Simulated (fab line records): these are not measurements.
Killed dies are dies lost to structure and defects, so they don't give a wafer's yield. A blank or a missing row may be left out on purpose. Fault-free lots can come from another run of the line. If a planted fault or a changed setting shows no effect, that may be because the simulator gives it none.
8D (eight disciplines) problem report, filled in by code | flow sky130 | the parts of the form that need people (team, actions taken, sign-off) are left out

1. WHAT IS WRONG
doseIonsCm2 at SKY_LDD_LDN_IMPLANT_11 reads a mean of 7.47e+12 on 6 wafers of 2 lots; wafers without a fault read 1.25e+13 with a standard deviation of 1.2e+10. That is -99 or more standard deviations from the usual mean.
Earliest sighting: wafer L324.2 on implanter-01 at day 29 05:35. At this step, 18 wafers from 6 lots have a number in the record. By rule, "out" or "out of limits" means more than 4 standard deviations away from the usual mean. All remaining wafers that have a number are taken as sound.

2. WHAT IT IS AND WHAT IT IS NOT
question                    | is                            | is not
which readings at this step | doseIonsCm2, faradayCurrentUA | beamOnS
which lots                  | L324, L327                    | L310, L312, L325, L329
which wafers of those lots  | all that have a number        | -
read on which tools         | implanter-01                  | implanter-03, implanter-04
when                        | from day 29 05:35             | up to then (6 sound wafers); but 6 sound wafers of L325, L329 came after

3. WHAT RULES OUT EACH SUSPECT
Counting: a tool at a process step up to the reading stays a suspect if it ran every lot that is out and no sound lot after the first of them.
- implanter-01 at SKY_LDD_LDN_IMPLANT_11: kept. It ran every lot that is out, first L324 (day 29 05:35), and no sound lot after that; its last sound lot up to then is L310 (day 24 08:48). Its own readings are out on those wafers: doseIonsCm2, faradayCurrentUA.
After counting, what remains is implanter-01 at SKY_LDD_LDN_IMPLANT_11.

4. THE CAUSE (what the simulator had put in)
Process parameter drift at SKY_LDD_LDN_IMPLANT_11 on implanter-01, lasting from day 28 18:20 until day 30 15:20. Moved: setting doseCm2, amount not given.
After counting, this tool was the only one left.

5. THE EFFECT CHAIN, in route order
Each row: a reading where the mean over the struck wafers with a number is more than 3 standard deviations away from the usual. Scope: only readings with a usual standard deviation given in the record; hours: median across lots of the time from each lot's start at the first step in this table that gives one to its start at this step; sigmas: change in usual standard deviations.
hours | step                   | reading          | usual    | on struck wafers | change    | sigmas
0     | SKY_LDD_LDN_IMPLANT_11 | doseIonsCm2      | 1.25e+13 | 7.47e+12         | -5.03e+12 | -99 or more
0     | SKY_LDD_LDN_IMPLANT_11 | faradayCurrentUA | 70.4     | 41.6             | -28.8     | -21
Process steps it contains:
- SKY_LDD_LDN_IMPLANT_11

6. HOW IT WOULD HAVE BEEN CAUGHT EARLIER
In this record no reading fell out of limits until day 29 05:35, 11 hours after the fault had begun at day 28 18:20.
